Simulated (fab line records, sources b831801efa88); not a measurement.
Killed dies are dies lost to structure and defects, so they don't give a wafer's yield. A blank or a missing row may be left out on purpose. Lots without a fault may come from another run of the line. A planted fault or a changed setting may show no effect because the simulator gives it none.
fab line records | flow gf180mcu
record lots=5 wafers=15 last_day=34
route steps=602 shown PSD@260 NSD@262 SAB@264 SALICIDE@278 CONTACT@287
lots that met no fault: from a run of the same line without faults
start_h: hours from the record's first day to the start of the lot's first wafer shown | wait_h: hours since the lot's step before | " the same as in the row above | L1.1+2: a row that stands for several wafers | - no value, or no start given | * or withheld: withheld | < > ~ a bound
route shown NAME@n: a module of which the file shows steps, and the number in the route of the first | usual: mean/standard deviation of fault-free wafers | same: alike in all rows | chamber/n: place in a boat | sites: the reading at each site | _std_site: their standard deviation | _edge_site: outer sites' mean less inner sites' | radius_mm: how far each site lies from the wafer's centre | mask NAME#n: copy n | behind: the tool/chamber that last shaped the wafer | hold: why the lot was held/for how many hours/how that ended | device: the transistor (n, p or np) that didn't switch | end of line: the same wafers' tests at the end of the route | a step without rows: its recipe alone | killed: dies lost to structure and defects at the first sort, not the wafer's yield | map: a wafer's dies, x killed, . not, _ none there
set.NAME: the setting as run; set.NAME@STEP: as run at that earlier step | model.NAME: the simulator's own value behind a step, which no gauge read
lots at some steps of the route; a table a step, a row a wafer
services: from which hour (start_h, from the record's first day; less than 0 if before it) a tool's chamber was out of use, for how many hours, and why
## steps
# step GF_PSD_CLEAN_12
# recipe chemistry=SC1/SC2 mix=1:4:20 temp_c=70 time_s=150 dry=n2_spin
# columns lot.wafer tool chamber start_h wait_h
L075.4+5+6 wet_bench-02 1 335.67 0.0
L084.3+5+6 wet_bench-03 1 403.40 0.0
L083.1+2+6 wet_bench-04 1 403.70 0.1
L093.1+2+3 wet_bench-03 2 479.95 0.1
L096.2+4+6 wet_bench-03 2 495.19 0.0
# step GF_PSD_RTA_13
# recipe temp_c=1025 time_s=20 ambient=N2
# usual lamp_power_pct=34.3/0.54 wafer_temp_C_max=1029.7/1
# columns lot.wafer tool chamber start_h wait_h lamp_power_pct wafer_temp_C_max
L075.4 rtp_anneal-02 0 335.76 0.0 34.9 1028.6
L075.5 " 0 " " 35.0 1029.6
L075.6 " 0 " " 34.9 1030.2
L084.3 rtp_anneal-01 0 403.52 0.0 33.8 1030.4
L084.5 " 0 " " 33.8 1029.3
L084.6 " 0 " " 33.8 1031.4
L083.1 rtp_anneal-02 0 403.80 0.0 34.9 1029.2
L083.2 " 0 " " 34.9 1029.4
L083.6 " 0 " " 35.0 1027.7
L093.1 rtp_anneal-02 0 480.00 0.0 35.0 1028.8
L093.2 " 0 " " 34.9 1028.3
L093.3 " 0 " " 34.9 1030.4
L096.2 rtp_anneal-01 0 495.26 0.0 33.8 1031.3
L096.4 " 0 " " 33.9 1030.1
L096.6 " 0 " " 33.8 1030.7
# step GF_PSD_RS_MEAS_14
# recipe thk_meas_gauge=four-point-probe
# usual NSD_RS=46.17/0.12
# columns lot.wafer tool chamber start_h wait_h NSD_RS[ohm/sq]
L075.4 film_metro-03 - 335.86 0.1 46.19
L075.5 " - " " 46.27
L075.6 " - " " 46.30
L084.3 film_metro-04 - 403.62 0.1 46.13
L084.5 " - " " 46.05
L084.6 " - " " 46.10
L083.1 film_metro-02 - 403.88 0.1 46.06
L083.2 " - " " 46.14
L083.6 " - " " 46.14
L093.1 film_metro-04 - 480.12 0.1 46.25
L093.2 " - " " 46.14
L093.3 " - " " 46.10
L096.2 film_metro-03 - 495.35 0.1 46.32
L096.4 " - " " 46.25
L096.6 " - " " 46.23
# step GF_PSD_RS_MEAS_15
# recipe thk_meas_gauge=four-point-probe
# usual PSD_RS=108.7/0.34
# columns lot.wafer tool chamber start_h wait_h PSD_RS[ohm/sq]
L075.4 film_metro-03 - 335.98 0.1 108.8
L075.5 " - " " 109.2
L075.6 " - " " 108.5
L084.3 film_metro-04 - 403.74 0.1 108.2
L084.5 " - " " 108.4
L084.6 " - " " 108.3
L083.1 film_metro-02 - 404.00 0.1 108.5
L083.2 " - " " 108.8
L083.6 " - " " 108.7
L093.1 film_metro-04 - 480.24 0.1 108.7
L093.2 " - " " 108.4
L093.3 " - " " 108.2
L096.2 film_metro-03 - 495.47 0.1 108.7
L096.4 " - " " 108.7
L096.6 " - " " 108.9
# step GF_SAB_CVD_00
# recipe material=SiO2 target_thk_nm=50 precursor=TEOS temp_c=400 time_s=4.9302 rf_w=600
# usual heater_power_w=699/79
# columns lot.wafer tool chamber start_h wait_h heater_power_w
L075.4 pecvd-02 2 336.05 0.0 706
L075.5 " 0 " " 651
L075.6 " 1 " " 627
L084.3 pecvd-02 2 403.82 0.1 756
L084.5 " 0 " " 559
L084.6 " 2 " " 734
L083.1 pecvd-01 0 404.12 0.1 657
L083.2 " 1 " " 803
L083.6 " 1 " " 792
L093.1 pecvd-01 1 480.36 0.1 781
L093.2 " 2 " " 710
L093.3 " 0 " " 566
L096.2 pecvd-01 2 495.57 0.1 694
L096.4 " 0 " " 630
L096.6 " 2 " " 691
# step GF_SAB_THK_MEAS_01
# recipe reads=SiO2_of_SAB_CVD_00
# usual SAB_CVD_00_THK=50.1/0.72
# columns lot.wafer tool chamber start_h wait_h SAB_CVD_00_THK[nm]
L075.4 film_metro-04 - 336.09 0.0 49.5
L075.5 " - " " 50.8
L075.6 " - " " 49.7
L084.3 film_metro-03 - 403.86 0.0 50.3
L084.5 " - " " 51.2
L084.6 " - " " 50.7
L083.1 film_metro-01 - 404.14 0.0 50.5
L083.2 " - " " 50.8
L083.6 " - " " 51.7
L093.1 film_metro-01 - 480.38 0.0 49.8
L093.2 " - " " 49.5
L093.3 " - " " 49.8
L096.2 film_metro-04 - 495.60 0.0 49.3
L096.4 " - " " 51.2
L096.6 " - " " 50.4
# step GF_SAB_DEHYDRATE_02
# recipe temp_c=200 time_s=60
# usual heater_power_total_W=160.38/0.12 plate_temp_C=199.97/0.15
# columns lot.wafer tool chamber start_h wait_h heater_power_total_W plate_temp_C
L075.4 litho_track-02 0 346.91 10.8 160.30 199.90
L075.5 " 0 " " 160.13 200.16
L075.6 " 0 " " 160.55 199.94
L084.3 litho_track-03 0 414.65 10.8 160.58 199.67
L084.5 " 0 " " 160.31 199.75
L084.6 " 0 " " 160.22 199.87
L083.1 litho_track-03 0 415.20 11.1 160.56 199.78
L083.2 " 0 " " 160.37 199.83
L083.6 " 0 " " 160.32 199.91
L093.1 litho_track-03 0 491.65 11.3 160.53 200.04
L093.2 " 0 " " 160.50 199.89
L093.3 " 0 " " 160.43 199.87
L096.2 litho_track-01 0 506.55 10.9 160.51 199.71
L096.4 " 0 " " 160.33 199.80
L096.6 " 0 " " 160.37 200.10
# step GF_SAB_HMDS_03
# recipe prime_time_s=60 prime_temp_c=120
# columns lot.wafer tool chamber start_h wait_h
L075.4+5+6 litho_track-02 0 347.06 0.1
L084.3+5+6 litho_track-03 0 414.80 0.1
L083.1+2+6 litho_track-03 0 415.35 0.1
L093.1+2+3 litho_track-03 0 491.80 0.1
L096.2+4+6 litho_track-01 0 506.70 0.1
# step GF_SAB_COAT_04
# recipe resist=NOVOLAK spin_rpm=3000 resist_thk_nm=1000
# columns lot.wafer tool chamber start_h wait_h
L075.4+5+6 litho_track-02 0 347.21 0.1
L084.3+5+6 litho_track-03 0 414.95 0.1
L083.1+2+6 litho_track-03 0 415.50 0.1
L093.1+2+3 litho_track-03 0 491.95 0.1
L096.2+4+6 litho_track-01 0 506.85 0.1
# step GF_SAB_SOFTBAKE_05
# recipe temp_c=90 time_s=60 resist=NOVOLAK
# usual heater_power_total_W=56.60/0.043 plate_temp_C=90.00/0.12
# columns lot.wafer tool chamber start_h wait_h heater_power_total_W plate_temp_C
L075.4 litho_track-02 0 347.36 0.1 56.56 89.80
L075.5 " 0 " " 56.68 89.77
L075.6 " 0 " " 56.59 89.95
L084.3 litho_track-03 0 415.10 0.1 56.55 89.95
L084.5 " 0 " " 56.61 90.26
L084.6 " 0 " " 56.59 90.14
L083.1 litho_track-03 0 415.65 0.1 56.68 90.09
L083.2 " 0 " " 56.57 89.87
L083.6 " 0 " " 56.57 89.87
L093.1 litho_track-03 0 492.10 0.1 56.55 90.09
L093.2 " 0 " " 56.67 90.14
L093.3 " 0 " " 56.59 90.19
L096.2 litho_track-01 0 507.00 0.1 56.52 90.13
L096.4 " 0 " " 56.52 89.99
L096.6 " 0 " " 56.59 90.19
# step GF_SAB_EXPOSE_06
# recipe mask_id=SAB target_cd_nm=420 na=0.6 source_shape=conventional sigma_outer=0.6 dose_mj=140
# usual focus_offset_nm=0.0/0.53
# columns lot.wafer tool chamber start_h wait_h mask focus_offset_nm
L075.4 iline_stepper-02 0 - - SAB#0 0.7
L075.5 " 0 " " SAB#0 1.4
L075.6 " 0 " " SAB#0 0.6
L084.3 iline_stepper-02 0 - - SAB#0 0.0
L084.5 " 0 " " SAB#0 -0.6
L084.6 " 0 " " SAB#0 -0.3
L083.1 iline_stepper-01 0 - - SAB#0 -0.1
L083.2 " 0 " " SAB#0 0.7
L083.6 " 0 " " SAB#0 0.4
L093.1 iline_stepper-02 0 - - SAB#0 1.0
L093.2 " 0 " " SAB#0 -0.1
L093.3 " 0 " " SAB#0 0.4
L096.2 iline_stepper-01 0 - - SAB#0 -0.5
L096.4 " 0 " " SAB#0 -0.1
L096.6 " 0 " " SAB#0 -0.2
# step GF_SAB_PEB_07
# recipe temp_c=withheld time_s=* resist=NOVOLAK
# columns lot.wafer tool chamber start_h wait_h
L075.4+5+6 litho_track-02 0 - -
L084.3+5+6 litho_track-02 0 - -
L083.1+2+6 litho_track-02 0 - -
L093.1+2+3 litho_track-02 0 - -
L096.2+4+6 litho_track-02 0 - -
# step GF_SAB_DEVELOP_08
# recipe develop_time_s=61.32 dev_temp_c=23
# usual developer_temp_C=23.02/0.11
# columns lot.wafer tool chamber start_h wait_h developer_temp_C
L075.4 litho_track-02 0 358.00 0.1 23.12
L075.5 " 0 " " 23.07
L075.6 " 0 " " 22.94
L084.3 litho_track-02 0 427.43 0.1 22.95
L084.5 " 0 " " 23.04
L084.6 " 0 " " 22.97
L083.1 litho_track-02 0 428.03 0.1 22.93
L083.2 " 0 " " 22.94
L083.6 " 0 " " 22.78
L093.1 litho_track-02 0 504.18 0.1 22.93
L093.2 " 0 " " 22.94
L093.3 " 0 " " 23.15
L096.2 litho_track-02 0 518.70 0.1 23.15
L096.4 " 0 " " 23.31
L096.6 " 0 " " 23.17
# step GF_SAB_CD_MEAS_09
# recipe target_cd_nm=420
# usual cd_nm=420.2/2.4
# columns lot.wafer tool chamber start_h wait_h cd_nm
L075.4 cd_sem-01 - 358.14 0.1 422.8
L075.5 " - " " 424.3
L075.6 " - " " 420.8
L084.3 cd_sem-02 - 427.57 0.1 422.0
L084.5 " - " " 420.3
L084.6 " - " " 423.1
L083.1 cd_sem-02 - 428.22 0.2 421.0
L083.2 " - " " 421.4
L083.6 " - " " 420.3
L093.1 cd_sem-02 - 504.33 0.1 417.5
L093.2 " - " " 420.2
L093.3 " - " " 417.6
L096.2 cd_sem-01 - 518.85 0.1 418.5
L096.4 " - " " 419.2
L096.6 " - " " 415.7
# step GF_SAB_OVL_MEAS_10
# usual SAB_OVL=-0.3/1.1
# columns lot.wafer tool chamber start_h wait_h SAB_OVL[nm]
L075.4 overlay-01 - 358.22 0.1 -0.3
L075.5 " - " " 0.8
L075.6 " - " " 0.6
L084.3 overlay-02 - 427.66 0.1 1.0
L084.5 " - " " -0.3
L084.6 " - " " -1.1
L083.1 overlay-01 - 428.34 0.1 0.4
L083.2 " - " " 0.3
L083.6 " - " " 0.8
L093.1 overlay-01 - 504.45 0.1 0.4
L093.2 " - " " -0.2
L093.3 " - " " -1.6
L096.2 overlay-01 - 518.95 0.1 -2.1
L096.4 " - " " -2.0
L096.6 " - " " -1.9
# step GF_SAB_ETCH_11
# recipe chemistry=C4F8/O2/Ar mask_material=NOVOLAK target=SiO2 target_depth_nm=55 source_w=1500 bias_w=1200 pressure_mtorr=40 c4f8_flow_sccm=withheld O2_flow_sccm=6 Ar_flow_sccm=300 time_s=8.5
# usual oes_product_au=1.000/0.011
# columns lot.wafer tool chamber start_h wait_h oes_product_au rf_hours_counter_h
L075.4 rie_diel-02 1 358.24 0.0 1.013 79
L075.5 " 0 " " 1.014 -
L075.6 " 1 " " 1.008 -
L084.3 rie_diel-03 3 427.68 0.0 0.987 13
L084.5 " 3 " " 0.989 -
L084.6 " 0 " " 0.994 -
L083.1 rie_diel-02 0 428.38 0.0 1.020 49
L083.2 " 2 " " 1.009 12
L083.6 " 0 " " 1.022 -
L093.1 rie_diel-03 1 504.48 0.0 0.997 13
L093.2 " 0 " " 0.988 3
L093.3 " 2 " " 0.997 12
L096.2 rie_diel-03 0 518.98 0.0 1.007 3
L096.4 " 2 " " 1.004 12
L096.6 " 1 " " 1.002 -
# step GF_SAB_WET_ETCH_12
# recipe chemistry=dHF target_depth_nm=22 dry=n2_spin target=SiO2 temp_c=25 dilution=100:1 time_s=440
# columns lot.wafer tool chamber start_h wait_h
L075.4+5+6 wet_bench-01 0 358.26 0.0
L084.3+5+6 wet_bench-01 2 427.71 0.0
L083.1+2+6 wet_bench-03 0 428.40 0.0
L093.1+2+3 wet_bench-03 0 504.50 0.0
L096.2+4+6 wet_bench-03 2 519.00 0.0
# step GF_SAB_STRIP_13
# recipe chemistry=O2/N2 power_w=1400 pressure_mtorr=1500 platen_temp_c=250 o2_flow_sccm=3000 n2_flow_sccm=300 overash_fraction=0.5
# usual drypump_motor_current_A=5.7/0.32 heater_power_w=355/34 oes_product_au=0.710/0.0047 strip_time_to_endpoint_s=12.625/0.029
# same overash_fraction=0.5
# columns lot.wafer tool chamber start_h wait_h drypump_motor_current_A heater_power_w oes_product_au rf_hours_counter_h strip_time_to_endpoint_s
L075.4 plasma_asher-03 0 358.42 0.0 6.4 380 0.708 - 12.621
L075.5 " 1 " " 5.6 409 0.711 - 12.622
L075.6 " 0 " " 6.4 381 0.710 - 12.648
L084.3 plasma_asher-04 0 427.87 0.0 5.7 371 0.708 - 12.635
L084.5 " 1 " " 5.4 304 0.718 - 12.622
L084.6 " 0 " " 5.7 366 0.707 - 12.641
L083.1 plasma_asher-04 1 428.54 0.0 5.4 296 0.708 63 12.644
L083.2 " 0 " " 5.7 378 0.712 63 12.620
L083.6 " 1 " " 5.4 305 0.714 - 12.616
L093.1 plasma_asher-01 1 504.65 0.0 5.4 326 0.714 91 12.563
L093.2 " 0 " " 5.8 365 0.712 91 12.644
L093.3 " 1 " " 5.4 336 0.709 - 12.618
L096.2 plasma_asher-01 1 519.13 0.0 5.4 328 0.710 93 12.637
L096.4 " 1 " " 5.4 322 0.702 - 12.591
L096.6 " 1 " " 5.4 329 0.706 - 12.612
# step GF_SALICIDE_CLEAN_00
# recipe chemistry=SC1/SC2 mix=1:4:20 temp_c=70 time_s=150
# columns lot.wafer tool chamber start_h wait_h
L075.4+5+6 wet_bench-02 0 358.49 0.0
L084.3+5+6 wet_bench-01 0 427.94 0.0
L083.1+2+6 wet_bench-04 3 428.64 0.1
L093.1+2+3 wet_bench-04 2 504.75 0.1
L096.2+4+6 wet_bench-04 3 519.23 0.1
# step GF_SALICIDE_WET_ETCH_01
# recipe chemistry=dHF target_depth_nm=5 dry=ipa_marangoni target=SiO2 temp_c=25 dilution=100:1 time_s=100
# columns lot.wafer tool chamber start_h wait_h
L075.4+5+6 wet_bench-01 3 358.55 0.0
L084.3+5+6 wet_bench-02 0 427.99 0.0
L083.1+2+6 wet_bench-02 2 428.69 0.0
L093.1+2+3 wet_bench-01 3 504.80 0.0
L096.2+4+6 wet_bench-04 1 519.28 0.0
# step GF_SALICIDE_SPUTTER_02
# recipe material=Co target_thk_nm=10 power_w=1000 time_s=20 chamber_pressure_pa=0.4
# usual throttle_valve_pct=29.4/0.79
# columns lot.wafer tool chamber start_h wait_h throttle_valve_pct
L075.4 pvd_sputter-03 - 358.58 0.0 28.9
L075.5 " - " " 29.0
L075.6 " - " " 28.9
L084.3 pvd_sputter-04 - 428.02 0.0 29.9
L084.5 " - " " 29.7
L084.6 " - " " 29.1
L083.1 pvd_sputter-03 - 428.73 0.0 30.2
L083.2 " - " " 29.0
L083.6 " - " " 29.1
L093.1 pvd_sputter-03 - 504.84 0.0 29.9
L093.2 " - " " 28.9
L093.3 " - " " 29.6
L096.2 pvd_sputter-04 - 519.32 0.0 28.9
L096.4 " - " " 28.9
L096.6 " - " " 28.8
# step GF_SALICIDE_SPUTTER_03
# recipe material=TiN target_thk_nm=20 power_w=6500 time_s=16.7 chamber_pressure_pa=0.4
# usual throttle_valve_pct=29.4/0.8
# columns lot.wafer tool chamber start_h wait_h throttle_valve_pct
L075.4 pvd_sputter-03 - 358.61 0.0 29.0
L075.5 " - " " 28.9
L075.6 " - " " 29.0
L084.3 pvd_sputter-04 - 428.05 0.0 29.9
L084.5 " - " " 29.8
L084.6 " - " " 28.9
L083.1 pvd_sputter-03 - 428.75 0.0 30.0
L083.2 " - " " 28.6
L083.6 " - " " 28.8
L093.1 pvd_sputter-03 - 504.87 0.0 30.1
L093.2 " - " " 28.7
L093.3 " - " " 29.3
L096.2 pvd_sputter-04 - 519.35 0.0 28.8
L096.4 " - " " 28.6
L096.6 " - " " 29.0
# step GF_SALICIDE_RS_MEAS_04
# recipe thk_meas_gauge=four-point-probe reads=TiN_of_SALICIDE_SPUTTER_03+Co_of_SALICIDE_SPUTTER_02
# usual SALICIDE_TIN_RS=16.31/0.28
# columns lot.wafer tool chamber start_h wait_h SALICIDE_TIN_RS[ohm/sq]
L075.4 film_metro-02 - 358.70 0.1 16.62
L075.5 " - " " 16.71
L075.6 " - " " 16.44
L084.3 film_metro-03 - 428.12 0.1 16.45
L084.5 " - " " 16.65
L084.6 " - " " 16.62
L083.1 film_metro-03 - 428.78 0.0 16.52
L083.2 " - " " 16.53
L083.6 " - " " 16.74
L093.1 film_metro-03 - 504.89 0.0 16.74
L093.2 " - " " 16.78
L093.3 " - " " 16.20
L096.2 film_metro-03 - 519.39 0.0 16.54
L096.4 " - " " 16.29
L096.6 " - " " 16.67
# step GF_SALICIDE_THK_MEAS_05
# recipe thk_meas_gauge=xrf reads=TiN_of_SALICIDE_SPUTTER_03
# usual SALICIDE_TIN_THK=19.98/0.27
# columns lot.wafer tool chamber start_h wait_h SALICIDE_TIN_THK[nm]
L075.4 film_metro-02 - 358.79 0.1 19.67
L075.5 " - " " 19.66
L075.6 " - " " 19.60
L084.3 film_metro-03 - 428.22 0.1 19.55
L084.5 " - " " 19.72
L084.6 " - " " 19.64
L083.1 film_metro-03 - 428.90 0.1 19.73
L083.2 " - " " 19.91
L083.6 " - " " 20.13
L093.1 film_metro-03 - 505.01 0.1 19.95
L093.2 " - " " 19.94
L093.3 " - " " 20.22
L096.2 film_metro-03 - 519.50 0.1 19.82
L096.4 " - " " 19.86
L096.6 " - " " 19.50
# step GF_SALICIDE_RTA_06
# recipe temp_c=530 time_s=30 ambient=N2
# usual lamp_power_pct=6.24/0.099 wafer_temp_C_max=532.4/0.5
# columns lot.wafer tool chamber start_h wait_h lamp_power_pct wafer_temp_C_max
L075.4 rtp_anneal-02 0 358.87 0.1 6.35 531.4
L075.5 " 0 " " 6.34 532.0
L075.6 " 0 " " 6.34 533.3
L084.3 rtp_anneal-01 0 428.29 0.1 6.14 532.7
L084.5 " 0 " " 6.14 532.3
L084.6 " 0 " " 6.14 531.9
L083.1 rtp_anneal-01 0 428.96 0.1 6.14 532.1
L083.2 " 0 " " 6.14 533.1
L083.6 " 0 " " 6.14 532.8
L093.1 rtp_anneal-02 0 505.07 0.1 6.35 533.2
L093.2 " 0 " " 6.34 532.2
L093.3 " 0 " " 6.33 532.4
L096.2 rtp_anneal-01 0 519.57 0.1 6.15 532.7
L096.4 " 0 " " 6.14 533.0
L096.6 " 0 " " 6.14 532.7
# step GF_SALICIDE_WET_ETCH_07
# recipe chemistry=SPM target_depth_nm=120 dry=n2_spin
# columns lot.wafer tool chamber start_h wait_h
L075.4+5+6 wet_bench-01 3 358.92 0.0
L084.3+5+6 wet_bench-01 0 428.36 0.1
L083.1+2+6 wet_bench-04 0 429.06 0.1
L093.1+2+3 wet_bench-04 0 505.17 0.1
L096.2+4+6 wet_bench-04 2 519.65 0.1
# step GF_SALICIDE_RTA_08
# recipe temp_c=800 time_s=30 ambient=N2
# usual lamp_power_pct=17.35/0.27 wafer_temp_C_max=803.7/0.75
# columns lot.wafer tool chamber start_h wait_h lamp_power_pct wafer_temp_C_max
L075.4 rtp_anneal-02 0 359.06 0.1 17.62 804.1
L075.5 " 0 " " 17.63 804.2
L075.6 " 0 " " 17.60 803.4
L084.3 rtp_anneal-02 0 428.48 0.0 17.62 801.7
L084.5 " 0 " " 17.60 803.9
L084.6 " 0 " " 17.60 803.4
L083.1 rtp_anneal-02 0 429.15 0.0 17.63 804.1
L083.2 " 0 " " 17.59 803.5
L083.6 " 0 " " 17.59 803.7
L093.1 rtp_anneal-02 0 505.27 0.0 17.61 803.4
L093.2 " 0 " " 17.62 803.0
L093.3 " 0 " " 17.60 803.2
L096.2 rtp_anneal-01 0 519.76 0.0 17.05 804.6
L096.4 " 0 " " 17.03 803.9
L096.6 " 0 " " 17.08 804.1
# step GF_CONTACT_CVD_00
# recipe material=SiO2 target_thk_nm=300 sigma_open_frac=0.3 temp_c=400 time_s=50 sih4_flow_sccm=60 pressure_mtorr=6
# usual pressure_mtorr=6.000/0.013 sih4_flow_sccm=60.03/0.19
# columns lot.wafer tool chamber start_h wait_h pressure_mtorr sih4_flow_sccm
L075.4 hdpcvd-02 0 359.13 0.1 5.990 60.22
L075.5 " 2 " " 5.991 59.98
L075.6 " 1 " " 5.992 59.77
L084.3 hdpcvd-02 2 428.55 0.1 5.993 59.85
L084.5 " 2 " " 6.007 59.71
L084.6 " 0 " " 5.996 59.93
L083.1 hdpcvd-02 2 429.25 0.1 6.009 60.03
L083.2 " 1 " " 6.007 60.16
L083.6 " 1 " " 6.015 59.85
L093.1 hdpcvd-02 1 505.37 0.1 6.004 59.89
L093.2 " 0 " " 5.999 60.04
L093.3 " 2 " " 6.003 59.83
L096.2 hdpcvd-01 2 519.85 0.1 5.987 59.46
L096.4 " 1 " " 6.009 60.26
L096.6 " 2 " " 5.999 59.86
# step GF_CONTACT_THK_MEAS_01
# recipe reads=SiO2_of_CONTACT_CVD_00
# usual CONTACT_CVD_00_THK=300.7/3
# columns lot.wafer tool chamber start_h wait_h CONTACT_CVD_00_THK[nm]
L075.4 film_metro-01 - 359.18 0.0 296.0
L075.5 " - " " 301.0
L075.6 " - " " 302.9
L084.3 film_metro-01 - 428.61 0.0 305.8
L084.5 " - " " 300.8
L084.6 " - " " 307.5
L083.1 film_metro-01 - 429.30 0.0 301.2
L083.2 " - " " 298.2
L083.6 " - " " 298.9
L093.1 film_metro-02 - 505.42 0.0 297.2
L093.2 " - " " 299.7
L093.3 " - " " 300.7
L096.2 film_metro-02 - 519.90 0.0 300.1
L096.4 " - " " 299.3
L096.6 " - " " 299.6
# step GF_CONTACT_CVD_02
# recipe material=SiO2 target_thk_nm=860 precursor=TEOS temp_c=400 time_s=95.992 rf_w=600
# usual heater_power_w=715/94
# columns lot.wafer tool chamber start_h wait_h heater_power_w
L075.4 pecvd-02 1 359.25 0.1 700
L075.5 " 0 " " 512
L075.6 " 2 " " 782
L084.3 pecvd-03 2 428.65 0.0 796
L084.5 " 2 " " 828
L084.6 " 0 " " 784
L083.1 pecvd-01 2 429.36 0.1 715
L083.2 " 1 " " 876
L083.6 " 1 " " 785
L093.1 pecvd-01 2 505.48 0.1 710
L093.2 " 1 " " 871
L093.3 " 0 " " 574
L096.2 pecvd-03 2 519.95 0.0 801
L096.4 " 0 " " 792
L096.6 " 2 " " 645
# step GF_CONTACT_THK_MEAS_03
# recipe reads=SiO2_of_CONTACT_CVD_02
# usual CONTACT_CVD_02_THK=863/13
# columns lot.wafer tool chamber start_h wait_h CONTACT_CVD_02_THK[nm]
L075.4 film_metro-01 - 359.31 0.0 880
L075.5 " - " " 870
L075.6 " - " " 866
L084.3 film_metro-01 - 428.74 0.1 864
L084.5 " - " " 887
L084.6 " - " " 867
L083.1 film_metro-01 - 429.46 0.1 839
L083.2 " - " " 860
L083.6 " - " " 870
L093.1 film_metro-02 - 505.55 0.0 840
L093.2 " - " " 864
L093.3 " - " " 864
L096.2 film_metro-02 - 520.03 0.0 865
L096.4 " - " " 868
L096.6 " - " " 877
# step GF_CONTACT_CMP_04
# recipe material=SiO2 down_force_psi=4 platen_rpm=60 pad_velocity_m_s=0.94248
# usual edge_zone_pressure_frac=1.000/0.0051 motor_current_A=11.8/1.1 time_to_endpoint_s=110/6
# columns lot.wafer tool chamber start_h wait_h edge_zone_pressure_frac motor_current_A time_to_endpoint_s
L075.4 cmp-02 0 359.34 0.0 0.986 12.0 120
L075.6 " 0 " " 0.996 12.3 116
L075.5 " 1 " " 1.001 11.1 107
L084.3 cmp-01 3 428.93 0.2 1.004 12.1 111
L084.5 " 0 " " 0.997 10.8 120
L084.6 " 1 " " 1.012 10.9 110
L083.1 cmp-01 1 429.73 0.3 1.000 11.9 98
L083.2 " 2 " " 1.004 13.0 105
L083.6 " 0 " " 1.003 10.5 108
L093.2 cmp-01 1 505.61 0.0 0.990 11.4 103
L093.3 " 2 " " 0.999 13.7 109
L093.1 " 3 " " 1.006 11.9 101
L096.2 cmp-01 2 520.18 0.1 1.009 13.4 108
L096.4 " 3 " " 0.998 11.7 113
L096.6 " 1 " " 1.000 11.9 110
# step GF_CONTACT_BOW_MEAS_05
# recipe mode=bow
# usual CONTACT_BOW=68/6.8
# columns lot.wafer tool chamber start_h wait_h CONTACT_BOW[um]
L075.4 film_metro-02 - 359.70 0.3 66
L075.5 " - " " 61
L075.6 " - " " 70
L084.3 film_metro-04 - 429.12 0.1 73
L084.5 " - " " 59
L084.6 " - " " 70
L083.1 film_metro-04 - 429.93 0.1 61
L083.2 " - " " 68
L083.6 " - " " 64
L093.1 film_metro-04 - 505.91 0.1 62
L093.2 " - " " 65
L093.3 " - " " 69
L096.2 film_metro-02 - 520.40 0.2 79
L096.4 " - " " 72
L096.6 " - " " 64
# step GF_CONTACT_DEHYDRATE_06
# recipe temp_c=200 time_s=60
# usual heater_power_total_W=160.40/0.12 plate_temp_C=200.07/0.19
# columns lot.wafer tool chamber start_h wait_h heater_power_total_W plate_temp_C
L075.4 litho_track-02 0 370.60 10.9 160.28 200.00
L075.5 " 0 " " 160.54 200.25
L075.6 " 0 " " 160.34 200.07
L084.3 litho_track-02 0 440.43 11.3 160.32 200.09
L084.5 " 0 " " 160.31 200.28
L084.6 " 0 " " 160.42 200.14
L083.1 litho_track-02 0 441.13 11.2 160.33 199.99
L083.2 " 0 " " 160.51 200.10
L083.6 " 0 " " 160.21 199.94
L093.1 litho_track-02 0 517.18 11.3 160.39 200.04
L093.2 " 0 " " 160.25 200.10
L093.3 " 0 " " 160.48 199.92
L096.2 litho_track-04 0 531.41 11.0 160.52 200.39
L096.4 " 0 " " 160.36 200.60
L096.6 " 0 " " 160.29 200.17
# step GF_CONTACT_HMDS_07
# recipe prime_time_s=60 prime_temp_c=120
# columns lot.wafer tool chamber start_h wait_h
L075.4+5+6 litho_track-02 0 370.75 0.1
L084.3+5+6 litho_track-02 0 440.58 0.1
L083.1+2+6 litho_track-02 0 441.28 0.1
L093.1+2+3 litho_track-02 0 517.33 0.1
L096.2+4+6 litho_track-04 0 531.56 0.1
# step GF_CONTACT_COAT_08
# recipe resist=BARC temp_c=withheld time_s=withheld spin_rpm=withheld resist_thk_nm=withheld
# columns lot.wafer tool chamber start_h wait_h
L075.4+5+6 litho_track-02 0 370.90 0.1
L084.3+5+6 litho_track-02 0 440.73 0.1
L083.1+2+6 litho_track-02 0 441.43 0.1
L093.1+2+3 litho_track-02 0 517.48 0.1
L096.2+4+6 litho_track-04 0 531.71 0.1
# step GF_CONTACT_COAT_09
# recipe resist=KrF spin_rpm=withheld resist_thk_nm=1000
# columns lot.wafer tool chamber start_h wait_h
L075.4+5+6 litho_track-02 0 - -
L084.3+5+6 litho_track-02 0 - -
L083.1+2+6 litho_track-02 0 - -
L093.1+2+3 litho_track-02 0 - -
L096.2+4+6 litho_track-04 0 - -
# step GF_CONTACT_SOFTBAKE_10
# recipe temp_c=130 time_s=60 resist=KrF
# usual heater_power_total_W=93.06/0.063 plate_temp_C=130.02/0.13
# columns lot.wafer tool chamber start_h wait_h heater_power_total_W plate_temp_C
L075.4 litho_track-02 0 - - 93.12 130.09
L075.5 " 0 " " 93.15 129.97
L075.6 " 0 " " 92.97 130.01
L084.3 litho_track-02 0 - - 93.09 129.99
L084.5 " 0 " " 93.10 129.93
L084.6 " 0 " " 93.03 130.22
L083.1 litho_track-02 0 - - 93.11 129.99
L083.2 " 0 " " 93.06 129.80
L083.6 " 0 " " 93.03 129.88
L093.1 litho_track-02 0 - - 93.14 129.86
L093.2 " 0 " " 93.04 129.81
L093.3 " 0 " " 93.03 130.05
L096.2 litho_track-04 0 - - 92.92 130.13
L096.4 " 0 " " 93.03 130.03
L096.6 " 0 " " 93.08 130.20
## services
# columns tool chamber start_h hours kind
iline_stepper-01 - 317.50 7.4 repair
rie_diel-02 2 320.48 1.2 repair
cmp-01 - 326.21 2.2 repair
pecvd-01 - 329.80 1.7 repair
rie_diel-03 3 340.36 35.3 repair
pecvd-02 - 368.88 14.0 pm
wet_bench-03 - 371.59 4.5 repair
rie_diel-03 1 372.14 9.9 repair
cmp-01 - 380.81 0.2 repair
pecvd-01 2 380.94 16.5 repair
pecvd-02 - 396.75 0.8 repair
pecvd-01 - 398.89 1.4 repair
hdpcvd-02 - 413.90 1.6 repair
pecvd-01 0 423.26 11.4 repair
pvd_sputter-04 - 425.06 2.2 repair
pecvd-01 - 434.19 6.3 repair
hdpcvd-02 - 434.48 2.8 pm
cmp-01 - 436.16 4.2 pm
iline_stepper-02 - 443.78 1.7 pm
cmp-01 - 484.59 4.4 repair
pvd_sputter-04 - 488.34 0.9 repair
cmp-01 - 489.54 0.8 repair
rie_diel-03 - 501.92 0.6 repair
rie_diel-03 0 525.50 6.2 repair
## key
fault none
